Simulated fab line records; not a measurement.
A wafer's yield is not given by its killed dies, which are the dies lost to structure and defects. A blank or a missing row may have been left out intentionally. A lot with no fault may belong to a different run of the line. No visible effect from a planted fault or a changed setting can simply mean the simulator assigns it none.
fab line records :: flow sky130 :: part 2 of 2: steps 43 to 43 of 43
record:
  lots: 6
  wafers: 18
  lastDay: 49
route steps=708 shown CONTACT@426 METAL1@434 VIA1@458 PAD_OPEN@708
lots untouched by any fault: they come from a run of this same line in which no faults occurred
startH: hours from the record's first day to the start of the lot's first wafer shown :: waitH: how many hours have passed since the lot's step before this one :: " repeats the value in the row above :: L1.1+2: a row that stands for several wafers :: - either no value or no given start :: * or withheld: withheld :: < > ~ a bound
route shown NAME@n: names a module that has steps shown in the file, with the first one's number in the route :: usual: the fault-free wafers' mean and standard deviation :: same: alike in all rows :: chamber/n: place in a boat :: sites: each site's reading :: _std_site: standard deviation of those values :: _edge_site: outer sites' mean less inner sites' :: radiusMm: how far each site lies from the wafer's centre :: mask NAME#n: copy n :: behind: the last tool/chamber to shape the wafer :: hold: reason for holding the lot/hours on hold/outcome of the hold :: device: whichever transistor did not switch (one of n, p or np) :: end of line: the same wafers' tests at the end of the route :: step lacking rows: just its recipe :: killed: dies that structure and defects cost at the first sort, which is not the same as the wafer's yield :: map: shows each die of a wafer: x if killed, . if not, _ if none is there
set.NAME: the setting the step ran with; set.NAME@STEP: the setting that earlier step ran with :: model.NAME: the simulator's own value behind a step, which no gauge read
lots seen at some steps along the route; tables by step, rows by wafer
services: from which hour (startH, from the record's first day; less than 0 if before it) a tool's chamber was out of use, for how many hours, and why
== steps ==
step: SKY_PAD_OPEN_PROBE_99
usual:
  defectLimitedYield: 82.3/1.8
  killed_at_M0_to_M3: 44/6.9
  killed_at_M4_up: 3.3/1.7
  killedAtContacts: 24/5.5
  killedAtFrontEnd: 16/4.5
  killedAtOther: 0.2/0.46
  killedDies: 87/9.1
  killedOnRim: 17/3.6
  killedOpen: 48/7.3
  killedShort: 39/6.2
  sort_bin_3_pad_short: 0.9/0.4
  sort_bin_5_function: 10.4/1.5
  sort_bin_6_memory: 6.4/1.2
  sortNPass: 405/9.1
  sortYieldPct: 82.3/1.8
same:
  grossDies: 492
  killedAtBackSide: 0
  sort_bin_4_leakage[%]: 0
  sort_bin_8_speed[%]: 0
lot.wafer: L684.2
tool: prober-01
chamber: -
startH: 1097.91
waitH: 0.1
defectLimitedYield[%]: 81.3
killed_at_M0_to_M3: 43
killed_at_M4_up: 3
killedAtContacts: 31
killedAtFrontEnd: 15
killedAtOther: 0
killedDies: 92
killedOnRim: 24
killedOpen: 49
killedShort: 42
sort_bin_3_pad_short[%]: 1.6
sort_bin_5_function[%]: 11.0
sort_bin_6_memory[%]: 6.1
sortNPass: 400
sortYieldPct[%]: 81.3
model.etest.tester.sortNPass: 400
model.etest.tester.sortYieldPct: 81.3
model.etest.tester.sort_bin_5_pct: 10.98
model.etest.tester.sort_bin_3_pct: 1.626

lot.wafer: L684.4
tool: prober-01
chamber: -
startH: 1098.01
waitH: 0.2
defectLimitedYield[%]: 81.7
killed_at_M0_to_M3: 44
killed_at_M4_up: 7
killedAtContacts: 25
killedAtFrontEnd: 14
killedAtOther: 0
killedDies: 90
killedOnRim: 9
killedOpen: 49
killedShort: 38
sort_bin_3_pad_short[%]: 1.4
sort_bin_5_function[%]: 10.4
sort_bin_6_memory[%]: 6.5
sortNPass: 402
sortYieldPct[%]: 81.7
model.etest.tester.sortNPass: 402
model.etest.tester.sortYieldPct: 81.71
model.etest.tester.sort_bin_5_pct: 10.37
model.etest.tester.sort_bin_3_pct: 1.423

lot.wafer: L684.5
tool: prober-01
chamber: -
startH: 1098.06
waitH: 0.2
defectLimitedYield[%]: 83.3
killed_at_M0_to_M3: 39
killed_at_M4_up: 2
killedAtContacts: 19
killedAtFrontEnd: 22
killedAtOther: 0
killedDies: 82
killedOnRim: 11
killedOpen: 49
killedShort: 33
sort_bin_3_pad_short[%]: 1.0
sort_bin_5_function[%]: 11.2
sort_bin_6_memory[%]: 4.5
sortNPass: 410
sortYieldPct[%]: 83.3
model.etest.tester.sortNPass: 410
model.etest.tester.sortYieldPct: 83.33
model.etest.tester.sort_bin_5_pct: 11.18
model.etest.tester.sort_bin_3_pct: 1.016

lot.wafer: L685.2
tool: prober-02
chamber: -
startH: 1098.42
waitH: 0.1
defectLimitedYield[%]: 81.5
killed_at_M0_to_M3: 49
killed_at_M4_up: 5
killedAtContacts: 19
killedAtFrontEnd: 18
killedAtOther: 0
killedDies: 91
killedOnRim: 15
killedOpen: 47
killedShort: 44
sort_bin_3_pad_short[%]: 1.0
sort_bin_5_function[%]: 11.8
sort_bin_6_memory[%]: 5.7
sortNPass: 401
sortYieldPct[%]: 81.5
model.etest.tester.sortNPass: 401
model.etest.tester.sortYieldPct: 81.5
model.etest.tester.sort_bin_5_pct: 11.79
model.etest.tester.sort_bin_3_pct: 1.016

lot.wafer: L685.3
tool: prober-02
chamber: -
startH: 1098.47
waitH: 0.2
defectLimitedYield[%]: 80.5
killed_at_M0_to_M3: 49
killed_at_M4_up: 8
killedAtContacts: 30
killedAtFrontEnd: 9
killedAtOther: 0
killedDies: 96
killedOnRim: 16
killedOpen: 56
killedShort: 40
sort_bin_3_pad_short[%]: 1.6
sort_bin_5_function[%]: 11.0
sort_bin_6_memory[%]: 6.9
sortNPass: 396
sortYieldPct[%]: 80.5
model.etest.tester.sortNPass: 396
model.etest.tester.sortYieldPct: 80.49
model.etest.tester.sort_bin_5_pct: 10.98
model.etest.tester.sort_bin_3_pct: 1.626

lot.wafer: L685.6
tool: prober-02
chamber: -
startH: 1098.62
waitH: 0.2
defectLimitedYield[%]: 79.9
killed_at_M0_to_M3: 58
killed_at_M4_up: 4
killedAtContacts: 25
killedAtFrontEnd: 12
killedAtOther: 0
killedDies: 99
killedOnRim: 17
killedOpen: 60
killedShort: 39
sort_bin_3_pad_short[%]: 0.6
sort_bin_5_function[%]: 13.4
sort_bin_6_memory[%]: 6.1
sortNPass: 393
sortYieldPct[%]: 79.9
model.etest.tester.sortNPass: 393
model.etest.tester.sortYieldPct: 79.88
model.etest.tester.sort_bin_5_pct: 13.41
model.etest.tester.sort_bin_3_pct: 0.6098

lot.wafer: L689.2
tool: prober-01
chamber: -
startH: 1118.42
waitH: 0.1
defectLimitedYield[%]: 75.4
killed_at_M0_to_M3: 93
killed_at_M4_up: 1
killedAtContacts: 19
killedAtFrontEnd: 8
killedAtOther: 0
killedDies: 121
killedOnRim: 29
killedOpen: 33
killedShort: 45
sort_bin_3_pad_short[%]: 3.7
sort_bin_5_function[%]: 14.6
sort_bin_6_memory[%]: 6.3
sortNPass: 371
sortYieldPct[%]: 75.4
model.etest.tester.sortNPass: 371
model.etest.tester.sortYieldPct: 75.41
model.etest.tester.sort_bin_5_pct: 14.63
model.etest.tester.sort_bin_3_pct: 3.659

lot.wafer: L689.3
tool: prober-01
chamber: -
startH: 1118.47
waitH: 0.2
defectLimitedYield[%]: 74.6
killed_at_M0_to_M3: 82
killed_at_M4_up: 4
killedAtContacts: 21
killedAtFrontEnd: 18
killedAtOther: 0
killedDies: 125
killedOnRim: 27
killedOpen: 47
killedShort: 35
sort_bin_3_pad_short[%]: 3.3
sort_bin_5_function[%]: 15.2
sort_bin_6_memory[%]: 6.9
sortNPass: 367
sortYieldPct[%]: 74.6
model.etest.tester.sortNPass: 367
model.etest.tester.sortYieldPct: 74.59
model.etest.tester.sort_bin_5_pct: 15.24
model.etest.tester.sort_bin_3_pct: 3.252

lot.wafer: L689.6
tool: prober-01
chamber: -
startH: 1118.62
waitH: 0.2
defectLimitedYield[%]: 73.2
killed_at_M0_to_M3: 82
killed_at_M4_up: 2
killedAtContacts: 29
killedAtFrontEnd: 19
killedAtOther: 0
killedDies: 132
killedOnRim: 29
killedOpen: 53
killedShort: 43
sort_bin_3_pad_short[%]: 5.3
sort_bin_5_function[%]: 14.8
sort_bin_6_memory[%]: 6.7
sortNPass: 360
sortYieldPct[%]: 73.2
model.etest.tester.sortNPass: 360
model.etest.tester.sortYieldPct: 73.17
model.etest.tester.sort_bin_5_pct: 14.84
model.etest.tester.sort_bin_3_pct: 5.285

lot.wafer: L688.2
tool: prober-02
chamber: -
startH: 1126.46
waitH: 0.1
defectLimitedYield[%]: 67.5
killed_at_M0_to_M3: 100
killed_at_M4_up: 3
killedAtContacts: 38
killedAtFrontEnd: 18
killedAtOther: 1
killedDies: 160
killedOnRim: 22
killedOpen: 62
killedShort: 32
sort_bin_3_pad_short[%]: 3.5
sort_bin_5_function[%]: 22.2
sort_bin_6_memory[%]: 6.9
sortNPass: 332
sortYieldPct[%]: 67.5
model.etest.tester.sortNPass: 332
model.etest.tester.sortYieldPct: 67.48
model.etest.tester.sort_bin_5_pct: 22.15
model.etest.tester.sort_bin_3_pct: 3.455

lot.wafer: L688.3
tool: prober-02
chamber: -
startH: 1126.51
waitH: 0.2
defectLimitedYield[%]: 72.0
killed_at_M0_to_M3: 85
killed_at_M4_up: 2
killedAtContacts: 33
killedAtFrontEnd: 18
killedAtOther: 0
killedDies: 138
killedOnRim: 30
killedOpen: 54
killedShort: 43
sort_bin_3_pad_short[%]: 3.0
sort_bin_5_function[%]: 15.9
sort_bin_6_memory[%]: 9.1
sortNPass: 354
sortYieldPct[%]: 72.0
model.etest.tester.sortNPass: 354
model.etest.tester.sortYieldPct: 71.95
model.etest.tester.sort_bin_5_pct: 15.85
model.etest.tester.sort_bin_3_pct: 3.049

lot.wafer: L688.6
tool: prober-02
chamber: -
startH: 1126.66
waitH: 0.2
defectLimitedYield[%]: 72.2
killed_at_M0_to_M3: 92
killed_at_M4_up: 2
killedAtContacts: 21
killedAtFrontEnd: 22
killedAtOther: 0
killedDies: 137
killedOnRim: 30
killedOpen: 42
killedShort: 51
sort_bin_3_pad_short[%]: 3.7
sort_bin_5_function[%]: 16.3
sort_bin_6_memory[%]: 7.9
sortNPass: 355
sortYieldPct[%]: 72.2
model.etest.tester.sortNPass: 355
model.etest.tester.sortYieldPct: 72.15
model.etest.tester.sort_bin_5_pct: 16.26
model.etest.tester.sort_bin_3_pct: 3.659

lot.wafer: L691.2
tool: prober-01
chamber: -
startH: 1140.21
waitH: 0.1
defectLimitedYield[%]: 84.8
killed_at_M0_to_M3: 32
killed_at_M4_up: 3
killedAtContacts: 22
killedAtFrontEnd: 17
killedAtOther: 1
killedDies: 75
killedOnRim: 13
killedOpen: 40
killedShort: 35
sort_bin_3_pad_short[%]: 0.8
sort_bin_5_function[%]: 8.3
sort_bin_6_memory[%]: 6.1
sortNPass: 417
sortYieldPct[%]: 84.8
model.etest.tester.sortNPass: 417
model.etest.tester.sortYieldPct: 84.76
model.etest.tester.sort_bin_5_pct: 8.333
model.etest.tester.sort_bin_3_pct: 0.813

lot.wafer: L691.4
tool: prober-01
chamber: -
startH: 1140.31
waitH: 0.2
defectLimitedYield[%]: 86.0
killed_at_M0_to_M3: 39
killed_at_M4_up: 4
killedAtContacts: 19
killedAtFrontEnd: 7
killedAtOther: 0
killedDies: 69
killedOnRim: 13
killedOpen: 39
killedShort: 30
sort_bin_3_pad_short[%]: 0.6
sort_bin_5_function[%]: 7.5
sort_bin_6_memory[%]: 5.9
sortNPass: 423
sortYieldPct[%]: 86.0
model.etest.tester.sortNPass: 423
model.etest.tester.sortYieldPct: 85.98
model.etest.tester.sort_bin_5_pct: 7.52
model.etest.tester.sort_bin_3_pct: 0.6098

lot.wafer: L691.5
tool: prober-01
chamber: -
startH: 1140.36
waitH: 0.2
defectLimitedYield[%]: 83.3
killed_at_M0_to_M3: 43
killed_at_M4_up: 7
killedAtContacts: 14
killedAtFrontEnd: 18
killedAtOther: 0
killedDies: 82
killedOnRim: 15
killedOpen: 41
killedShort: 41
sort_bin_3_pad_short[%]: 1.4
sort_bin_5_function[%]: 8.5
sort_bin_6_memory[%]: 6.7
sortNPass: 410
sortYieldPct[%]: 83.3
model.etest.tester.sortNPass: 410
model.etest.tester.sortYieldPct: 83.33
model.etest.tester.sort_bin_5_pct: 8.537
model.etest.tester.sort_bin_3_pct: 1.423

lot.wafer: L701.1
tool: prober-02
chamber: -
startH: 1179.41
waitH: 0.1
defectLimitedYield[%]: 80.9
killed_at_M0_to_M3: 46
killed_at_M4_up: 4
killedAtContacts: 29
killedAtFrontEnd: 14
killedAtOther: 1
killedDies: 94
killedOnRim: 18
killedOpen: 53
killedShort: 41
sort_bin_3_pad_short[%]: 1.2
sort_bin_5_function[%]: 10.8
sort_bin_6_memory[%]: 7.1
sortNPass: 398
sortYieldPct[%]: 80.9
model.etest.tester.sortNPass: 398
model.etest.tester.sortYieldPct: 80.89
model.etest.tester.sort_bin_5_pct: 10.77
model.etest.tester.sort_bin_3_pct: 1.22

lot.wafer: L701.2
tool: prober-02
chamber: -
startH: 1179.46
waitH: 0.1
defectLimitedYield[%]: 81.7
killed_at_M0_to_M3: 51
killed_at_M4_up: 2
killedAtContacts: 24
killedAtFrontEnd: 12
killedAtOther: 1
killedDies: 90
killedOnRim: 21
killedOpen: 53
killedShort: 37
sort_bin_3_pad_short[%]: 0.6
sort_bin_5_function[%]: 9.3
sort_bin_6_memory[%]: 8.3
sortNPass: 402
sortYieldPct[%]: 81.7
model.etest.tester.sortNPass: 402
model.etest.tester.sortYieldPct: 81.71
model.etest.tester.sort_bin_5_pct: 9.35
model.etest.tester.sort_bin_3_pct: 0.6098

lot.wafer: L701.5
tool: prober-02
chamber: -
startH: 1179.61
waitH: 0.2
defectLimitedYield[%]: 83.9
killed_at_M0_to_M3: 53
killed_at_M4_up: 4
killedAtContacts: 15
killedAtFrontEnd: 6
killedAtOther: 1
killedDies: 79
killedOnRim: 15
killedOpen: 49
killedShort: 30
sort_bin_3_pad_short[%]: 1.0
sort_bin_5_function[%]: 9.6
sort_bin_6_memory[%]: 5.5
sortNPass: 413
sortYieldPct[%]: 83.9
model.etest.tester.sortNPass: 413
model.etest.tester.sortYieldPct: 83.94
model.etest.tester.sort_bin_5_pct: 9.553
model.etest.tester.sort_bin_3_pct: 1.016
killed by level:class
L684.2 CONTACT:geometricParticle:open=11 METAL2:geometricParticle:short=9 LI_CONTACT:geometricParticle:open=8 VIA1:geometricParticle:open=7 FIELD_ISO:geometricParticle:open=6 VIA1:geometricParticle:short=6 LOCAL_INTERCONNECT:geometricParticle:short=6 VIA2:geometricParticle:open=6
L684.4 VIA1:geometricParticle:open=12 CONTACT:geometricParticle:open=11 VIA1:geometricParticle:short=10 CONTACT:geometricParticle:short=8 VIA2:geometricParticle:open=7 METAL4:geometricParticle:short=5 POLY_GATE:geometricParticle:short=4 LI_CONTACT:geometricParticle:open=4
L684.5 VIA1:geometricParticle:open=9 POLY_GATE:geometricParticle:open=7 CONTACT:geometricParticle:open=7 LI_CONTACT:geometricParticle:open=6 VIA2:geometricParticle:open=6 FIELD_ISO:geometricParticle:short=5 VIA1:geometricParticle:short=5 METAL2:geometricParticle:short=5
L685.2 VIA1:geometricParticle:open=11 METAL1:geometricParticle:short=9 FIELD_ISO:geometricParticle:open=7 FIELD_ISO:geometricParticle:short=7 CONTACT:geometricParticle:open=7 METAL2:geometricParticle:short=7 VIA2:geometricParticle:open=6 VIA3:geometricParticle:open=6
L685.3 VIA1:geometricParticle:open=21 CONTACT:geometricParticle:open=11 METAL4:geometricParticle:short=8 VIA2:geometricParticle:open=7 LI_CONTACT:geometricParticle:open=5 CONTACT:geometricParticle:short=5 VIA1:geometricParticle:short=5 METAL2:geometricParticle:short=5
L685.6 VIA1:geometricParticle:open=19 LI_CONTACT:geometricParticle:open=9 VIA2:geometricParticle:open=8 CONTACT:geometricParticle:open=7 VIA3:geometricParticle:open=6 VIA1:geometricParticle:short=5 METAL1:geometricParticle:short=5 METAL2:geometricParticle:short=5
L689.2 METAL1:unspecified=40 VIA1:geometricParticle:open=11 METAL3:geometricParticle:short=8 METAL1:geometricParticle:short=7 LI_CONTACT:geometricParticle:open=5 CONTACT:geometricParticle:open=5 VIA1:geometricParticle:short=5 METAL2:geometricParticle:short=5
L689.3 METAL1:unspecified=43 VIA1:geometricParticle:open=11 LI_CONTACT:geometricParticle:open=7 VIA2:geometricParticle:open=6 VIA3:geometricParticle:open=5 CONTACT:geometricParticle:open=5 METAL1:geometricParticle:short=5 FIELD_ISO:geometricParticle:short=4
L689.6 METAL1:unspecified=35 LI_CONTACT:geometricParticle:open=9 CONTACT:geometricParticle:open=8 METAL2:geometricParticle:short=7 VIA1:geometricParticle:open=7 VIA1:geometricParticle:short=6 VIA2:geometricParticle:open=6 VIA3:geometricParticle:open=6
L688.2 METAL1:unspecified=66 CONTACT:geometricParticle:open=17 VIA1:geometricParticle:open=14 LI_CONTACT:geometricParticle:open=6 VIA2:geometricParticle:open=5 POLY_GATE:geometricParticle:open=5 FIELD_ISO:geometricParticle:short=4 POLY_GATE:geometricParticle:short=4
L688.3 METAL1:unspecified=41 VIA1:geometricParticle:open=15 CONTACT:geometricParticle:open=11 METAL1:geometricParticle:short=11 LI_CONTACT:geometricParticle:open=9 METAL2:geometricParticle:short=6 POLY_GATE:geometricParticle:short=5 CONTACT:geometricParticle:short=5
L688.6 METAL1:unspecified=44 VIA1:geometricParticle:open=10 METAL1:geometricParticle:short=10 FIELD_ISO:geometricParticle:short=7 POLY_GATE:geometricParticle:short=6 LI_CONTACT:geometricParticle:open=6 CONTACT:geometricParticle:open=6 METAL2:geometricParticle:short=5
L691.2 LI_CONTACT:geometricParticle:open=6 CONTACT:geometricParticle:short=5 CONTACT:geometricParticle:open=5 VIA2:geometricParticle:open=5 FIELD_ISO:geometricParticle:open=4 LOCAL_INTERCONNECT:geometricParticle:short=4 METAL1:geometricParticle:short=4 VIA3:geometricParticle:open=4
L691.4 VIA2:geometricParticle:open=11 METAL2:geometricParticle:short=6 VIA1:geometricParticle:open=6 VIA3:geometricParticle:open=6 LI_CONTACT:geometricParticle:open=5 LOCAL_INTERCONNECT:geometricParticle:short=5 CONTACT:geometricParticle:open=5 METAL3:geometricParticle:short=4
L691.5 METAL1:geometricParticle:short=9 POLY_GATE:geometricParticle:open=7 VIA1:geometricParticle:open=7 VIA2:geometricParticle:open=6 METAL2:geometricParticle:short=5 FIELD_ISO:geometricParticle:short=4 LI_CONTACT:geometricParticle:open=4 CONTACT:geometricParticle:open=4
L701.1 VIA1:geometricParticle:open=11 CONTACT:geometricParticle:open=9 LI_CONTACT:geometricParticle:open=8 VIA2:geometricParticle:open=8 METAL1:geometricParticle:short=7 CONTACT:geometricParticle:short=6 VIA3:geometricParticle:open=6 POLY_GATE:geometricParticle:open=5
L701.2 VIA2:geometricParticle:open=12 CONTACT:geometricParticle:open=11 METAL1:geometricParticle:short=8 VIA3:geometricParticle:open=8 VIA1:geometricParticle:open=7 FIELD_ISO:geometricParticle:short=4 LOCAL_INTERCONNECT:geometricParticle:short=4 VIA1:geometricParticle:short=4
L701.5 VIA3:geometricParticle:open=13 VIA1:geometricParticle:open=12 CONTACT:geometricParticle:open=9 METAL2:geometricParticle:short=6 VIA1:geometricParticle:short=5 VIA2:geometricParticle:open=5 METAL1:geometricParticle:short=3 VIA2:geometricParticle:short=3
map L688.2 (x killed, . not)
__________.xxx.x...._________
________....xx........_______
______...x...x....x....._____
_____.x...xxxx...x.......____
____...xx...xxxx.......xx.___
___....xxxxxxxxxxxx...x....__
__....x.x.xxxxxx.x..xx...x.._
_....xx...xxxxxxxx.x.xx...xxx
_.x.....xxxxxxxxxxx.x.x.x.x..
_x.xx...xxxxxxxxxx.xx.x....xx
_......x.xxxxxxxx....x....x..
_.......xxx..xxxx.xx.........
_x.....x..xx.x......x.....x..
_..........x...........x.....
_....x..x..x........x.xx...xx
__.x........................_
___.xx............x..xx....__
____..x.x.....x..x........___
_____x.x.......x.........____
______.x......xx..x.x..x_____
________...x..x.....x._______
__________x....x...x_________
map L689.6 (x killed, . not)
__________.xxxxxxxxx_________
________..xxxxxxxxxxx._______
______x..xxxxxxxxxxx...._____
_____.......xxxxxx.x...x.____
____........x.xxx.........___
___x.x..x.....x.....x..xxx.__
__.x...x......x.......x..x.._
_...............x.xx..x....x.
_........x.....x.....x.x.....
_......x..x.x.....x.......x..
_xx.......xx...x.........x...
_.............xx...x....x.x..
_...x.......x........xx..x.x.
_xx...x.xx..........x.xxx..x.
_.........x.x...x.xx.........
__....x..xx.x....x.x...x...._
___x.......x..x..x.x....x.x__
____..xx..................___
_____xx.x................____
______x....x....xxx....x_____
________........x...x._______
__________x...x....._________
== services ==
tool: cmp-02
chamber: -
startH: 744.37
hours: 4.0
kind: pm

tool: cmp-02
chamber: -
startH: 748.37
hours: -
kind: consumableReplace:conditioner

tool: cmp-02
chamber: -
startH: 748.37
hours: -
kind: consumableReplace:pad

tool: rieMetal-04
chamber: 1
startH: 779.20
hours: -
kind: clean

tool: rieMetal-04
chamber: 1
startH: 779.20
hours: 16.3
kind: scheduledDown

tool: rieMetal-04
chamber: 1
startH: 779.20
hours: 16.3
kind: ventCycle

tool: pvdSputter-03
chamber: 0
startH: 790.81
hours: -
kind: consumableReplace:kit

tool: pvdSputter-03
chamber: 0
startH: 790.81
hours: 18.0
kind: scheduledDown

tool: pvdSputter-03
chamber: 0
startH: 790.81
hours: 18.0
kind: ventCycle

tool: rieMetal-01
chamber: 1
startH: 811.51
hours: 9.1
kind: repair

tool: pvdSputter-04
chamber: -
startH: 819.20
hours: 1.4
kind: repair

tool: rieMetal-03
chamber: 0
startH: 822.58
hours: -
kind: clean

tool: rieMetal-03
chamber: 0
startH: 822.58
hours: 19.0
kind: scheduledDown

tool: rieMetal-03
chamber: 0
startH: 822.58
hours: 19.0
kind: ventCycle

tool: cmp-02
chamber: -
startH: 829.58
hours: 0.8
kind: repair

tool: cmp-01
chamber: -
startH: 837.63
hours: 7.8
kind: pm

tool: rieMetal-01
chamber: 1
startH: 838.27
hours: 71.5
kind: repair

tool: pvdSputter-02
chamber: 0
startH: 851.42
hours: -
kind: consumableReplace:kit

tool: pvdSputter-02
chamber: 0
startH: 851.42
hours: 18.0
kind: scheduledDown

tool: pvdSputter-02
chamber: 0
startH: 851.42
hours: 18.0
kind: ventCycle

tool: rieMetal-03
chamber: 1
startH: 853.60
hours: -
kind: clean

tool: rieMetal-03
chamber: 1
startH: 853.60
hours: 16.2
kind: scheduledDown

tool: rieMetal-03
chamber: 1
startH: 853.60
hours: 16.2
kind: ventCycle

tool: cmp-01
chamber: -
startH: 874.58
hours: 1.3
kind: repair
== key ==
firstSign:
  step: SKY_PAD_OPEN_PROBE_99
  reading: sort_bin_3_pad_short
  direction: up
  sigmas: 7.1
  usual: 0.9
  struck: 3.7
effect:
  step: SKY_PAD_OPEN_PROBE_99
  reading: killed_at_M0_to_M3
  direction: up
  sigmas: 6.6
  usual: 44
  struck: 89
modelEffect:
  step: SKY_PAD_OPEN_PROBE_99
  value: etest.tester.sortNPass
  without: 395.5
  struck: 356.5
metAt SKY_METAL1_SPUTTER_04
struckWafers L688.2,L688.3,L688.6,L689.2,L689.3,L689.6
onsetBetween 766.12 793.52
alsoFits SKY_METAL1_SPUTTER_02:pvdSputter-02
fault:
  kind: chamberParticleSource
  tool: pvdSputter-02
  chamber: -
  onsetH: 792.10
  steps: SKY_METAL1_SPUTTER_04
  ratePerVisitCm2: 1.5288
  endH: 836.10
